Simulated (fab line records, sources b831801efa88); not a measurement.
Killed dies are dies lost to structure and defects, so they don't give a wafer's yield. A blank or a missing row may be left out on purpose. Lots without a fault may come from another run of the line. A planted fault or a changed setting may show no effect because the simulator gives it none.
fab line records | flow gf180mcu
record lots=5 wafers=15 last_day=33
route steps=602 shown NSD@235 PSD@248 SAB@264
lots that met no fault: from a run of the same line without faults
start_h: hours from the record's first day to the start of the lot's first wafer shown | wait_h: hours since the lot's step before | " the same as in the row above | L1.1+2: a row that stands for several wafers | - no value, or no start given | * or withheld: withheld | < > ~ a bound
route shown NAME@n: a module of which the file shows steps, and the number in the route of the first | usual: mean/standard deviation of fault-free wafers | same: alike in all rows | chamber/n: place in a boat | sites: the reading at each site | _std_site: their standard deviation | _edge_site: outer sites' mean less inner sites' | radius_mm: how far each site lies from the wafer's centre | mask NAME#n: copy n | behind: the tool/chamber that last shaped the wafer | hold: why the lot was held/for how many hours/how that ended | device: the transistor (n, p or np) that didn't switch | end of line: the same wafers' tests at the end of the route | a step without rows: its recipe alone | killed: dies lost to structure and defects at the first sort, not the wafer's yield | map: a wafer's dies, x killed, . not, _ none there
set.NAME: the setting as run; set.NAME@STEP: as run at that earlier step | model.NAME: the simulator's own value behind a step, which no gauge read
lots at some steps of the route; a table a step, a row a wafer
services: from which hour (start_h, from the record's first day; less than 0 if before it) a tool's chamber was out of use, for how many hours, and why
## steps
# step GF_NSD_DEHYDRATE_00
# recipe temp_c=200 time_s=60
# usual heater_power_total_W=160.36/0.13
# columns lot.wafer tool chamber start_h wait_h heater_power_total_W
L076.1 litho_track-03 0 293.77 9.1 160.35
L076.2 " 0 " " 160.48
L076.4 " 0 " " 160.32
L078.4 litho_track-02 0 318.18 9.1 160.50
L078.5 " 0 " " 160.25
L078.6 " 0 " " 160.70
L081.2 litho_track-02 0 361.33 10.2 160.46
L081.3 " 0 " " 160.50
L081.5 " 0 " " 160.23
L089.1 litho_track-04 0 414.80 10.9 160.41
L089.3 " 0 " " 160.36
L089.6 " 0 " " 160.48
L090.1 litho_track-03 0 422.52 10.6 160.46
L090.3 " 0 " " 160.19
L090.5 " 0 " " 160.29
# step GF_NSD_HMDS_01
# recipe prime_time_s=60 prime_temp_c=120
# usual prime_temp_c=119.99/0.13
# columns lot.wafer tool chamber start_h wait_h prime_temp_c
L076.1 litho_track-03 0 293.92 0.1 120.01
L076.2 " 0 " " 119.84
L076.4 " 0 " " 119.79
L078.4 litho_track-02 0 318.33 0.1 120.11
L078.5 " 0 " " 119.87
L078.6 " 0 " " 120.01
L081.2 litho_track-02 0 361.48 0.1 119.92
L081.3 " 0 " " 119.76
L081.5 " 0 " " 119.89
L089.1 litho_track-04 0 414.95 0.1 120.18
L089.3 " 0 " " 119.93
L089.6 " 0 " " 119.95
L090.1 litho_track-03 0 422.67 0.1 119.77
L090.3 " 0 " " 120.03
L090.5 " 0 " " 119.87
# step GF_NSD_COAT_02
# recipe resist=NOVOLAK spin_rpm=3000 resist_thk_nm=1000
# columns lot.wafer tool chamber start_h wait_h
L076.1+2+4 litho_track-03 0 294.07 0.1
L078.4+5+6 litho_track-02 0 318.48 0.1
L081.2+3+5 litho_track-02 0 361.63 0.1
L089.1+3+6 litho_track-04 0 415.10 0.1
L090.1+3+5 litho_track-03 0 422.82 0.1
# step GF_NSD_SOFTBAKE_03
# recipe temp_c=90 time_s=60 resist=NOVOLAK
# usual heater_power_total_W=56.60/0.042
# columns lot.wafer tool chamber start_h wait_h heater_power_total_W
L076.1 litho_track-03 0 294.22 0.1 56.54
L076.2 " 0 " " 56.60
L076.4 " 0 " " 56.64
L078.4 litho_track-02 0 318.63 0.1 56.59
L078.5 " 0 " " 56.61
L078.6 " 0 " " 56.62
L081.2 litho_track-02 0 361.78 0.1 56.58
L081.3 " 0 " " 56.55
L081.5 " 0 " " 56.53
L089.1 litho_track-04 0 415.25 0.1 56.62
L089.3 " 0 " " 56.60
L089.6 " 0 " " 56.51
L090.1 litho_track-03 0 422.97 0.1 56.63
L090.3 " 0 " " 56.67
L090.5 " 0 " " 56.58
# step GF_NSD_EXPOSE_04
# recipe mask_id=Nplus target_cd_nm=400 na=0.6 source_shape=conventional sigma_outer=0.6 dose_mj=140
# columns lot.wafer tool chamber start_h wait_h mask
L076.1+2+4 iline_stepper-02 0 - - Nplus#0
L078.4+5+6 iline_stepper-02 0 - - Nplus#0
L081.2+3+5 iline_stepper-02 0 - - Nplus#0
L089.1+3+6 iline_stepper-02 0 - - Nplus#0
L090.1+3+5 iline_stepper-01 0 - - Nplus#0
# step GF_NSD_PEB_05
# recipe temp_c=withheld time_s=* resist=NOVOLAK
# columns lot.wafer tool chamber start_h wait_h
L076.1+2+4 litho_track-03 0 - -
L078.4+5+6 litho_track-04 0 - -
L081.2+3+5 litho_track-04 0 - -
L089.1+3+6 litho_track-04 0 - -
L090.1+3+5 litho_track-02 0 - -
# step GF_NSD_DEVELOP_06
# recipe develop_time_s=60 dev_temp_c=23
# same develop_time_s=60
# columns lot.wafer tool chamber start_h wait_h
L076.1+2+4 litho_track-03 0 304.42 0.1
L078.4+5+6 litho_track-04 0 328.93 0.1
L081.2+3+5 litho_track-04 0 372.83 0.1
L089.1+3+6 litho_track-04 0 427.50 0.1
L090.1+3+5 litho_track-02 0 434.86 0.1
# step GF_NSD_CD_MEAS_07
# recipe target_cd_nm=400
# usual cd_nm=400.2/2.6
# columns lot.wafer tool chamber start_h wait_h cd_nm
L076.1 cd_sem-02 - 304.57 0.1 399.5
L076.2 " - " " 398.1
L076.4 " - " " 398.6
L078.4 cd_sem-02 - 329.06 0.1 402.6
L078.5 " - " " 404.9
L078.6 " - " " 402.3
L081.2 cd_sem-01 - 372.97 0.1 404.1
L081.3 " - " " 405.1
L081.5 " - " " 404.0
L089.1 cd_sem-02 - 427.65 0.1 397.8
L089.3 " - " " 398.1
L089.6 " - " " 395.9
L090.1 cd_sem-02 - 435.01 0.1 397.1
L090.3 " - " " 399.9
L090.5 " - " " 398.1
# step GF_NSD_OVL_MEAS_08
# usual NSD_OVL=0.4/1.2
# columns lot.wafer tool chamber start_h wait_h NSD_OVL[nm]
L076.1 overlay-02 - 304.69 0.1 0.5
L076.2 " - " " 1.0
L076.4 " - " " -0.4
L078.4 overlay-01 - 329.14 0.1 -0.8
L078.5 " - " " -0.2
L078.6 " - " " -0.4
L081.2 overlay-01 - 373.08 0.1 -0.1
L081.3 " - " " 0.3
L081.5 " - " " -0.6
L089.1 overlay-02 - 427.77 0.1 0.5
L089.3 " - " " 0.4
L089.6 " - " " 0.6
L090.1 overlay-01 - 435.13 0.1 -2.0
L090.3 " - " " -1.2
L090.5 " - " " -1.1
# step GF_NSD_IMPLANT_09
# recipe species=As energy_kev=60 dose_cm2=4e+15 tilt_deg=7
# usual beam_on_s=19.0/1 tilt_deg=6.999/0.021
# same implant_ion_amu=75
# columns lot.wafer tool chamber start_h wait_h beam_on_s tilt_deg
L076.1 implanter-04 0 304.72 0.0 18.2 6.960
L076.2 " 0 " " 18.7 6.975
L076.4 " 0 " " 18.7 6.956
L078.4 implanter-02 0 329.24 0.1 19.6 7.003
L078.5 " 0 " " 19.1 6.998
L078.6 " 0 " " 18.4 6.994
L081.2 implanter-02 0 373.13 0.0 20.3 7.044
L081.3 " 0 " " 20.0 7.018
L081.5 " 0 " " 19.7 7.001
L089.1 implanter-02 0 427.81 0.0 19.8 7.020
L089.3 " 0 " " 19.5 7.007
L089.6 " 0 " " 19.7 7.009
L090.1 implanter-03 0 435.16 0.0 16.5 6.998
L090.3 " 0 " " 16.2 6.978
L090.5 " 0 " " 16.0 7.006
# step GF_NSD_IMPLANT_10
# recipe species=P energy_kev=40 dose_cm2=5e+14 tilt_deg=7
# usual beam_on_s=10.04/0.19 tilt_deg=6.999/0.022
# same implant_ion_amu=31
# columns lot.wafer tool chamber start_h wait_h beam_on_s tilt_deg
L076.1 implanter-04 0 304.87 0.1 10.22 6.976
L076.2 " 0 " " 9.76 6.987
L076.4 " 0 " " 10.14 6.985
L078.4 implanter-02 0 329.39 0.1 10.32 7.013
L078.5 " 0 " " 9.91 7.004
L078.6 " 0 " " 10.36 7.032
L081.2 implanter-02 0 373.28 0.1 9.89 7.024
L081.3 " 0 " " 10.09 7.015
L081.5 " 0 " " 10.33 7.016
L089.1 implanter-02 0 427.96 0.1 10.30 7.025
L089.3 " 0 " " 9.81 7.046
L089.6 " 0 " " 10.12 7.017
L090.1 implanter-03 0 435.31 0.1 10.22 6.973
L090.3 " 0 " " 9.70 6.999
L090.5 " 0 " " 10.22 6.951
# step GF_NSD_STRIP_11
# recipe chemistry=O2/N2 power_w=1400 pressure_mtorr=1500 platen_temp_c=250 o2_flow_sccm=3000 n2_flow_sccm=300 overash_fraction=0.5
# usual drypump_motor_current_A=6.0/0.48 heater_power_w=344/28 oes_product_au=0.487/0.0043 strip_time_to_endpoint_s=22.94/0.041
# columns lot.wafer tool chamber start_h wait_h drypump_motor_current_A heater_power_w oes_product_au rf_hours_counter_h strip_time_to_endpoint_s
L076.1 plasma_asher-01 1 305.02 0.1 6.1 361 0.484 47 22.99
L076.2 " 0 " " 5.6 291 0.489 47 22.92
L076.4 " 1 " " 6.1 363 0.479 - 22.99
L078.4 plasma_asher-01 0 329.49 0.1 5.6 290 0.491 - 22.91
L078.5 " 0 " " 5.6 299 0.485 - 22.93
L078.6 " 1 " " 6.1 369 0.476 - 22.93
L081.2 plasma_asher-01 1 373.41 0.1 6.1 358 0.487 54 22.91
L081.3 " 0 " " 5.6 291 0.485 - 22.95
L081.5 " 1 " " 6.1 367 0.484 - 22.89
L089.1 plasma_asher-03 0 428.11 0.1 5.9 348 0.494 37 22.96
L089.3 " 1 " " 5.8 327 0.482 - 22.95
L089.6 " 1 " " 5.8 326 0.487 - 22.94
L090.1 plasma_asher-03 0 435.46 0.1 5.9 351 0.489 38 22.95
L090.3 " 0 " " 5.9 358 0.489 - 22.96
L090.5 " 0 " " 5.9 361 0.484 - 22.96
# step GF_NSD_TW_MEAS_12
# usual NSD_TW=4208/30
# columns lot.wafer tool chamber start_h wait_h NSD_TW
L076.1 film_metro-01 - 305.12 0.1 4136
L076.2 " - " " 4179
L076.4 " - " " 4141
L078.4 film_metro-01 - 329.59 0.1 4145
L078.5 " - " " 4164
L078.6 " - " " 4160
L081.2 film_metro-01 - 373.52 0.1 4215
L081.3 " - " " 4203
L081.5 " - " " 4207
L089.1 film_metro-02 - 428.21 0.1 4190
L089.3 " - " " 4185
L089.6 " - " " 4189
L090.1 film_metro-02 - 435.56 0.1 4200
L090.3 " - " " 4227
L090.5 " - " " 4220
# step GF_PSD_DEHYDRATE_00
# recipe temp_c=200 time_s=60
# usual heater_power_total_W=160.37/0.12
# columns lot.wafer tool chamber start_h wait_h heater_power_total_W
L076.1 litho_track-03 0 314.17 9.0 160.44
L076.2 " 0 " " 160.54
L076.4 " 0 " " 160.39
L078.4 litho_track-01 0 339.57 10.0 160.40
L078.5 " 0 " " 160.37
L078.6 " 0 " " 160.34
L081.2 litho_track-01 0 384.37 10.8 160.30
L081.3 " 0 " " 160.33
L081.5 " 0 " " 160.37
L089.1 litho_track-03 0 439.52 11.3 160.50
L089.3 " 0 " " 160.34
L089.6 " 0 " " 160.55
L090.1 litho_track-01 0 447.30 11.7 160.35
L090.3 " 0 " " 160.52
L090.5 " 0 " " 160.30
# step GF_PSD_HMDS_01
# recipe prime_time_s=60 prime_temp_c=120
# usual prime_temp_c=120.00/0.14
# columns lot.wafer tool chamber start_h wait_h prime_temp_c
L076.1 litho_track-03 0 314.32 0.1 119.94
L076.2 " 0 " " 119.88
L076.4 " 0 " " 119.95
L078.4 litho_track-01 0 339.72 0.1 120.00
L078.5 " 0 " " 119.95
L078.6 " 0 " " 119.88
L081.2 litho_track-01 0 384.52 0.1 120.15
L081.3 " 0 " " 120.05
L081.5 " 0 " " 119.96
L089.1 litho_track-03 0 439.67 0.1 120.12
L089.3 " 0 " " 120.01
L089.6 " 0 " " 120.15
L090.1 litho_track-01 0 447.45 0.1 119.91
L090.3 " 0 " " 119.89
L090.5 " 0 " " 119.94
# step GF_PSD_COAT_02
# recipe resist=NOVOLAK spin_rpm=3000 resist_thk_nm=1000
# columns lot.wafer tool chamber start_h wait_h
L076.1+2+4 litho_track-03 0 314.47 0.1
L078.4+5+6 litho_track-01 0 339.87 0.1
L081.2+3+5 litho_track-01 0 384.67 0.1
L089.1+3+6 litho_track-03 0 439.82 0.1
L090.1+3+5 litho_track-01 0 447.60 0.1
# step GF_PSD_SOFTBAKE_03
# recipe temp_c=90 time_s=60 resist=NOVOLAK
# usual heater_power_total_W=56.60/0.048
# columns lot.wafer tool chamber start_h wait_h heater_power_total_W
L076.1 litho_track-03 0 314.62 0.1 56.66
L076.2 " 0 " " 56.58
L076.4 " 0 " " 56.56
L078.4 litho_track-01 0 340.02 0.1 56.59
L078.5 " 0 " " 56.63
L078.6 " 0 " " 56.57
L081.2 litho_track-01 0 384.82 0.1 56.56
L081.3 " 0 " " 56.56
L081.5 " 0 " " 56.66
L089.1 litho_track-03 0 439.97 0.1 56.56
L089.3 " 0 " " 56.59
L089.6 " 0 " " 56.58
L090.1 litho_track-01 0 447.75 0.1 56.64
L090.3 " 0 " " 56.64
L090.5 " 0 " " 56.56
# step GF_PSD_EXPOSE_04
# recipe mask_id=Pplus target_cd_nm=400 na=0.6 source_shape=conventional sigma_outer=0.6 dose_mj=140
# columns lot.wafer tool chamber start_h wait_h mask
L076.1+2+4 iline_stepper-01 0 - - Pplus#0
L078.4+5+6 iline_stepper-02 0 - - Pplus#0
L081.2+3+5 iline_stepper-01 0 - - Pplus#0
L089.1+3+6 iline_stepper-02 0 - - Pplus#0
L090.1+3+5 iline_stepper-02 0 - - Pplus#0
# step GF_PSD_PEB_05
# recipe temp_c=withheld time_s=* resist=NOVOLAK
# columns lot.wafer tool chamber start_h wait_h
L076.1+2+4 litho_track-03 0 - -
L078.4+5+6 litho_track-01 0 - -
L081.2+3+5 litho_track-04 0 - -
L089.1+3+6 litho_track-03 0 - -
L090.1+3+5 litho_track-01 0 - -
# step GF_PSD_DEVELOP_06
# recipe develop_time_s=60 dev_temp_c=23
# same develop_time_s=60
# columns lot.wafer tool chamber start_h wait_h
L076.1+2+4 litho_track-03 0 324.92 0.1
L078.4+5+6 litho_track-01 0 350.67 0.1
L081.2+3+5 litho_track-04 0 396.03 0.1
L089.1+3+6 litho_track-03 0 452.07 0.1
L090.1+3+5 litho_track-01 0 459.65 0.1
# step GF_PSD_CD_MEAS_07
# recipe target_cd_nm=400
# usual cd_nm=400.3/2.2
# columns lot.wafer tool chamber start_h wait_h cd_nm
L076.1 cd_sem-01 - 325.07 0.1 401.6
L076.2 " - " " 401.3
L076.4 " - " " 400.5
L078.4 cd_sem-02 - 350.81 0.1 396.6
L078.5 " - " " 397.6
L078.6 " - " " 399.3
L081.2 cd_sem-01 - 396.17 0.1 400.8
L081.3 " - " " 401.7
L081.5 " - " " 401.5
L089.1 cd_sem-01 - 452.22 0.1 403.3
L089.3 " - " " 399.3
L089.6 " - " " 404.4
L090.1 cd_sem-02 - 459.80 0.1 399.3
L090.3 " - " " 399.1
L090.5 " - " " 399.4
# step GF_PSD_OVL_MEAS_08
# usual PSD_OVL=-0.5/1.6
# columns lot.wafer tool chamber start_h wait_h PSD_OVL[nm]
L076.1 overlay-02 - 325.19 0.1 3.1
L076.2 " - " " 3.1
L076.4 " - " " 3.0
L078.4 overlay-01 - 350.89 0.1 0.0
L078.5 " - " " -3.0
L078.6 " - " " -0.8
L081.2 overlay-02 - 396.28 0.1 -1.0
L081.3 " - " " 0.3
L081.5 " - " " -1.1
L089.1 overlay-01 - 452.34 0.1 -0.9
L089.3 " - " " -0.3
L089.6 " - " " 0.3
L090.1 overlay-01 - 459.92 0.1 -1.3
L090.3 " - " " -0.4
L090.5 " - " " -0.6
# step GF_PSD_IMPLANT_09
# recipe species=BF2 energy_kev=40 dose_cm2=1.5e+15 tilt_deg=7
# usual beam_on_s=10.01/0.2 tilt_deg=6.998/0.021
# same implant_ion_amu=49
# columns lot.wafer tool chamber start_h wait_h beam_on_s tilt_deg
L076.1 implanter-04 0 325.22 0.0 9.99 7.021
L076.2 " 0 " " 10.22 7.005
L076.4 " 0 " " 10.37 6.984
L078.4 implanter-04 0 350.98 0.1 9.93 7.005
L078.5 " 0 " " 10.19 6.992
L078.6 " 0 " " 10.31 7.012
L081.2 implanter-01 0 396.33 0.0 10.36 6.962
L081.3 " 0 " " 10.37 7.016
L081.5 " 0 " " 9.68 6.978
L089.1 implanter-04 0 452.37 0.0 9.89 6.977
L089.3 " 0 " " 9.96 6.991
L089.6 " 0 " " 10.35 6.999
L090.1 implanter-01 0 459.95 0.0 10.21 7.014
L090.3 " 0 " " 10.16 7.026
L090.5 " 0 " " 10.44 7.022
# step GF_PSD_STRIP_10
# recipe chemistry=O2/N2 power_w=1400 pressure_mtorr=1500 platen_temp_c=250 o2_flow_sccm=3000 n2_flow_sccm=300 overash_fraction=0.5
# usual drypump_motor_current_A=5.7/0.61 heater_power_w=331/32 oes_product_au=0.593/0.0048 strip_time_to_endpoint_s=16.54/0.035
# columns lot.wafer tool chamber start_h wait_h drypump_motor_current_A heater_power_w oes_product_au rf_hours_counter_h strip_time_to_endpoint_s
L076.1 plasma_asher-01 1 325.37 0.1 6.1 363 0.597 49 16.58
L076.2 " 0 " " 5.6 285 0.596 49 16.57
L076.4 " 1 " " 6.1 365 0.589 - 16.58
L078.4 plasma_asher-04 0 351.09 0.1 5.2 309 0.587 - 16.59
L078.5 " 0 " " 5.2 315 0.596 - 16.58
L078.6 " 1 " " 5.3 306 0.589 - 16.61
L081.2 plasma_asher-02 1 396.46 0.1 6.8 397 0.592 77 16.54
L081.3 " 1 " " 6.8 386 0.597 - 16.55
L081.5 " 1 " " 6.7 388 0.590 - 16.57
L089.1 plasma_asher-02 0 452.52 0.1 5.4 332 0.598 3 16.56
L089.3 " 0 " " 5.4 334 0.604 - 16.56
L089.6 " 0 " " 5.4 336 0.597 - 16.55
L090.1 plasma_asher-02 0 460.10 0.1 5.4 347 0.590 4 16.59
L090.3 " 1 " " 6.8 359 0.591 - 16.58
L090.5 " 1 " " 6.8 360 0.588 - 16.58
# step GF_PSD_TW_MEAS_11
# usual PSD_TW=3161/15
# columns lot.wafer tool chamber start_h wait_h PSD_TW
L076.1 film_metro-02 - 325.47 0.1 3174
L076.2 " - " " 3160
L076.4 " - " " 3147
L078.4 film_metro-04 - 351.18 0.1 3183
L078.5 " - " " 3175
L078.6 " - " " 3180
L081.2 film_metro-01 - 396.57 0.1 3173
L081.3 " - " " 3165
L081.5 " - " " 3187
L089.1 film_metro-02 - 452.62 0.1 3139
L089.3 " - " " 3153
L089.6 " - " " 3145
L090.1 film_metro-04 - 460.20 0.1 3180
L090.3 " - " " 3201
L090.5 " - " " 3191
# step GF_PSD_CLEAN_12
# recipe chemistry=SC1/SC2 mix=1:4:20 temp_c=70 time_s=150 dry=n2_spin
# columns lot.wafer tool chamber start_h wait_h
L076.1+2+4 wet_bench-03 3 325.53 0.1
L078.4+5+6 wet_bench-03 0 351.21 0.0
L081.2+3+5 wet_bench-02 0 396.62 0.0
L089.1+3+6 wet_bench-03 3 452.68 0.1
L090.1+3+5 wet_bench-03 2 460.26 0.1
# step GF_PSD_RTA_13
# recipe temp_c=1025 time_s=20 ambient=N2
# usual anneal_temp_c_max=1028.8/0.71 lamp_power_pct=31.6/2.9 wafer_temp_C_max=1029.0/0.78
# columns lot.wafer tool chamber start_h wait_h anneal_temp_c_max lamp_power_pct wafer_temp_C_max
L076.1 rtp_anneal-01 0 325.59 0.0 1029.5 28.6 1029.4
L076.2 " 0 " " 1029.3 28.6 1029.3
L076.4 " 0 " " 1030.0 28.6 1028.4
L078.4 rtp_anneal-02 0 351.31 0.0 1028.4 34.5 1029.3
L078.5 " 0 " " 1029.5 34.6 1029.1
L078.6 " 0 " " 1028.3 34.5 1029.0
L081.2 rtp_anneal-02 0 396.68 0.0 1030.0 34.6 1028.9
L081.3 " 0 " " 1027.8 34.5 1029.3
L081.5 " 0 " " 1028.9 34.5 1029.0
L089.1 rtp_anneal-01 0 452.73 0.0 1027.7 28.7 1028.6
L089.3 " 0 " " 1029.5 28.6 1029.7
L089.6 " 0 " " 1028.7 28.6 1029.1
L090.1 rtp_anneal-02 0 460.31 0.0 1030.0 34.5 1029.0
L090.3 " 0 " " 1028.2 34.6 1030.7
L090.5 " 0 " " 1029.1 34.5 1028.3
# step GF_PSD_RS_MEAS_14
# recipe thk_meas_gauge=four-point-probe
# usual NSD_RS=46.14/0.078
# columns lot.wafer tool chamber start_h wait_h NSD_RS[ohm/sq]
L076.1 film_metro-01 - 325.67 0.1 46.10
L076.2 " - " " 46.18
L076.4 " - " " 46.11
L078.4 film_metro-02 - 351.41 0.1 46.07
L078.5 " - " " 46.10
L078.6 " - " " 46.06
L081.2 film_metro-02 - 396.77 0.1 46.07
L081.3 " - " " 46.10
L081.5 " - " " 46.19
L089.1 film_metro-01 - 452.82 0.1 46.06
L089.3 " - " " 46.25
L089.6 " - " " 46.13
L090.1 film_metro-02 - 460.40 0.1 46.23
L090.3 " - " " 46.16
L090.5 " - " " 46.16
# step GF_PSD_RS_MEAS_15
# recipe thk_meas_gauge=four-point-probe
# usual PSD_RS=108.53/0.26
# columns lot.wafer tool chamber start_h wait_h PSD_RS[ohm/sq]
L076.1 film_metro-01 - 325.79 0.1 108.37
L076.2 " - " " 108.44
L076.4 " - " " 108.42
L078.4 film_metro-02 - 351.53 0.1 108.68
L078.5 " - " " 108.43
L078.6 " - " " 108.42
L081.2 film_metro-02 - 396.89 0.1 108.09
L081.3 " - " " 108.31
L081.5 " - " " 108.10
L089.1 film_metro-01 - 452.94 0.1 108.60
L089.3 " - " " 108.68
L089.6 " - " " 108.48
L090.1 film_metro-02 - 460.52 0.1 108.46
L090.3 " - " " 108.72
L090.5 " - " " 108.58
# step GF_SAB_CVD_00
# recipe material=SiO2 target_thk_nm=50 precursor=TEOS temp_c=400 time_s=4.9302 rf_w=600
# usual heater_power_outer_w=371/64 heater_power_w=653/110
# columns lot.wafer tool chamber start_h wait_h heater_power_outer_w heater_power_w
L076.1 pecvd-01 1 325.91 0.1 315 500
L076.2 " 0 " " 318 493
L076.4 " 0 " " 311 520
L078.4 pecvd-04 2 351.60 0.0 366 652
L078.5 " 1 " " 368 675
L078.6 " 0 " " 386 707
L081.2 pecvd-01 2 396.99 0.1 428 794
L081.3 " 0 " " 338 544
L081.5 " 0 " " 348 552
L089.1 pecvd-02 2 453.06 0.1 374 655
L089.3 " 1 " " 407 706
L089.6 " 2 " " 376 652
L090.1 pecvd-01 1 460.64 0.1 269 458
L090.3 " 0 " " 398 595
L090.5 " 1 " " 263 452
# step GF_SAB_THK_MEAS_01
# recipe reads=SiO2_of_SAB_CVD_00
# usual SAB_CVD_00_THK=49.9/0.69
# columns lot.wafer tool chamber start_h wait_h SAB_CVD_00_THK[nm]
L076.1 film_metro-02 - 325.94 0.0 49.3
L076.2 " - " " 49.5
L076.4 " - " " 50.0
L078.4 film_metro-03 - 351.64 0.0 49.6
L078.5 " - " " 50.5
L078.6 " - " " 49.1
L081.2 film_metro-03 - 397.02 0.0 50.1
L081.3 " - " " 50.4
L081.5 " - " " 50.7
L089.1 film_metro-02 - 453.08 0.0 49.7
L089.3 " - " " 49.1
L089.6 " - " " 49.9
L090.1 film_metro-03 - 460.66 0.0 49.7
L090.3 " - " " 50.0
L090.5 " - " " 51.1
# step GF_SAB_DEHYDRATE_02
# recipe temp_c=200 time_s=60
# usual heater_power_total_W=160.37/0.12
# columns lot.wafer tool chamber start_h wait_h heater_power_total_W
L076.1 litho_track-01 0 335.90 9.9 160.43
L076.2 " 0 " " 160.50
L076.4 " 0 " " 160.17
L078.4 litho_track-01 0 362.02 10.4 160.30
L078.5 " 0 " " 160.23
L078.6 " 0 " " 160.31
L081.2 litho_track-01 0 408.32 11.3 160.16
L081.3 " 0 " " 160.30
L081.5 " 0 " " 160.38
L089.1 litho_track-01 0 464.50 11.4 160.35
L089.3 " 0 " " 160.28
L089.6 " 0 " " 160.44
L090.1 litho_track-02 0 472.21 11.5 160.59
L090.3 " 0 " " 160.35
L090.5 " 0 " " 160.54
# step GF_SAB_HMDS_03
# recipe prime_time_s=60 prime_temp_c=120
# usual prime_temp_c=120.03/0.15
# columns lot.wafer tool chamber start_h wait_h prime_temp_c
L076.1 litho_track-01 0 336.05 0.1 120.05
L076.2 " 0 " " 119.93
L076.4 " 0 " " 120.03
L078.4 litho_track-01 0 362.17 0.1 120.17
L078.5 " 0 " " 120.17
L078.6 " 0 " " 120.12
L081.2 litho_track-01 0 408.47 0.1 120.10
L081.3 " 0 " " 120.27
L081.5 " 0 " " 120.09
L089.1 litho_track-01 0 464.65 0.1 119.72
L089.3 " 0 " " 120.04
L089.6 " 0 " " 120.03
L090.1 litho_track-02 0 472.36 0.1 120.00
L090.3 " 0 " " 120.00
L090.5 " 0 " " 120.03
# step GF_SAB_COAT_04
# recipe resist=NOVOLAK spin_rpm=3000 resist_thk_nm=1000
# columns lot.wafer tool chamber start_h wait_h
L076.1+2+4 litho_track-01 0 336.20 0.1
L078.4+5+6 litho_track-01 0 362.32 0.1
L081.2+3+5 litho_track-01 0 408.62 0.1
L089.1+3+6 litho_track-01 0 464.80 0.1
L090.1+3+5 litho_track-02 0 472.51 0.1
# step GF_SAB_SOFTBAKE_05
# recipe temp_c=90 time_s=60 resist=NOVOLAK
# usual heater_power_total_W=56.60/0.043
# columns lot.wafer tool chamber start_h wait_h heater_power_total_W
L076.1 litho_track-01 0 336.35 0.1 56.59
L076.2 " 0 " " 56.61
L076.4 " 0 " " 56.60
L078.4 litho_track-01 0 362.47 0.1 56.60
L078.5 " 0 " " 56.61
L078.6 " 0 " " 56.64
L081.2 litho_track-01 0 408.77 0.1 56.55
L081.3 " 0 " " 56.59
L081.5 " 0 " " 56.58
L089.1 litho_track-01 0 464.95 0.1 56.54
L089.3 " 0 " " 56.51
L089.6 " 0 " " 56.54
L090.1 litho_track-02 0 472.66 0.1 56.68
L090.3 " 0 " " 56.67
L090.5 " 0 " " 56.54
# step GF_SAB_EXPOSE_06
# recipe mask_id=SAB target_cd_nm=420 na=0.6 source_shape=conventional sigma_outer=0.6 dose_mj=140
# columns lot.wafer tool chamber start_h wait_h mask
L076.1+2+4 iline_stepper-01 0 - - SAB#0
L078.4+5+6 iline_stepper-02 0 - - SAB#0
L081.2+3+5 iline_stepper-02 0 - - SAB#0
L089.1+3+6 iline_stepper-02 0 - - SAB#0
L090.1+3+5 iline_stepper-02 0 - - SAB#0
# step GF_SAB_PEB_07
# recipe temp_c=withheld time_s=* resist=NOVOLAK
# columns lot.wafer tool chamber start_h wait_h
L076.1+2+4 litho_track-01 0 - -
L078.4+5+6 litho_track-03 0 - -
L081.2+3+5 litho_track-01 0 - -
L089.1+3+6 litho_track-01 0 - -
L090.1+3+5 litho_track-02 0 - -
# step GF_SAB_DEVELOP_08
# recipe develop_time_s=60 dev_temp_c=23
# same develop_time_s=60
# columns lot.wafer tool chamber start_h wait_h
L076.1+2+4 litho_track-01 0 347.10 0.1
L078.4+5+6 litho_track-03 0 373.59 0.1
L081.2+3+5 litho_track-01 0 420.12 0.1
L089.1+3+6 litho_track-01 0 477.25 0.1
L090.1+3+5 litho_track-02 0 484.41 0.1
# step GF_SAB_CD_MEAS_09
# recipe target_cd_nm=420
# usual cd_nm=419.6/2.5
# columns lot.wafer tool chamber start_h wait_h cd_nm
L076.1 cd_sem-02 - 347.25 0.1 423.9
L076.2 " - " " 425.1
L076.4 " - " " 422.9
L078.4 cd_sem-01 - 373.73 0.1 421.5
L078.5 " - " " 421.5
L078.6 " - " " 420.0
L081.2 cd_sem-01 - 420.27 0.1 421.0
L081.3 " - " " 419.6
L081.5 " - " " 419.9
L089.1 cd_sem-01 - 477.40 0.1 416.7
L089.3 " - " " 416.0
L089.6 " - " " 415.0
L090.1 cd_sem-02 - 484.56 0.1 421.8
L090.3 " - " " 420.4
L090.5 " - " " 419.0
# step GF_SAB_OVL_MEAS_10
# usual SAB_OVL=-0.5/1.4
# columns lot.wafer tool chamber start_h wait_h SAB_OVL[nm]
L076.1 overlay-01 - 347.37 0.1 0.1
L076.2 " - " " 1.5
L076.4 " - " " 0.6
L078.4 overlay-02 - 373.81 0.1 -2.6
L078.5 " - " " -0.7
L078.6 " - " " -1.7
L081.2 overlay-01 - 420.37 0.1 -0.6
L081.3 " - " " -0.1
L081.5 " - " " -0.3
L089.1 overlay-02 - 477.52 0.1 -1.9
L089.3 " - " " -3.2
L089.6 " - " " -2.0
L090.1 overlay-02 - 484.68 0.1 -0.4
L090.3 " - " " -1.4
L090.5 " - " " -1.4
## services
# columns tool chamber start_h hours kind
iline_stepper-01 - 275.41 2.1 pm
pecvd-01 - 293.70 1.9 repair
plasma_asher-01 - 303.24 0.7 repair
iline_stepper-02 - 303.81 4.8 repair
implanter-02 - 314.40 1.8 repair
pecvd-01 2 324.81 5.7 repair
pecvd-01 - 329.71 14.6 pm
implanter-04 - 338.58 4.6 pm
wet_bench-03 - 356.51 3.1 repair
rtp_anneal-02 - 364.67 1.8 pm
wet_bench-03 - 367.32 2.4 repair
iline_stepper-01 - 367.46 1.7 pm
pecvd-01 - 371.10 0.4 repair
iline_stepper-01 - 375.66 6.9 repair
iline_stepper-02 - 382.63 4.3 pm
plasma_asher-02 - 385.01 4.6 repair
iline_stepper-01 - 394.70 7.0 repair
plasma_asher-01 - 419.90 82.0 repair
plasma_asher-02 - 421.25 9.0 pm
implanter-02 - 428.22 8.5 repair
plasma_asher-01 - 433.30 3.2 repair
implanter-04 - 443.59 1.7 pm
iline_stepper-02 - 460.30 1.7 pm
implanter-02 - 482.12 3.0 repair
## key
fault none
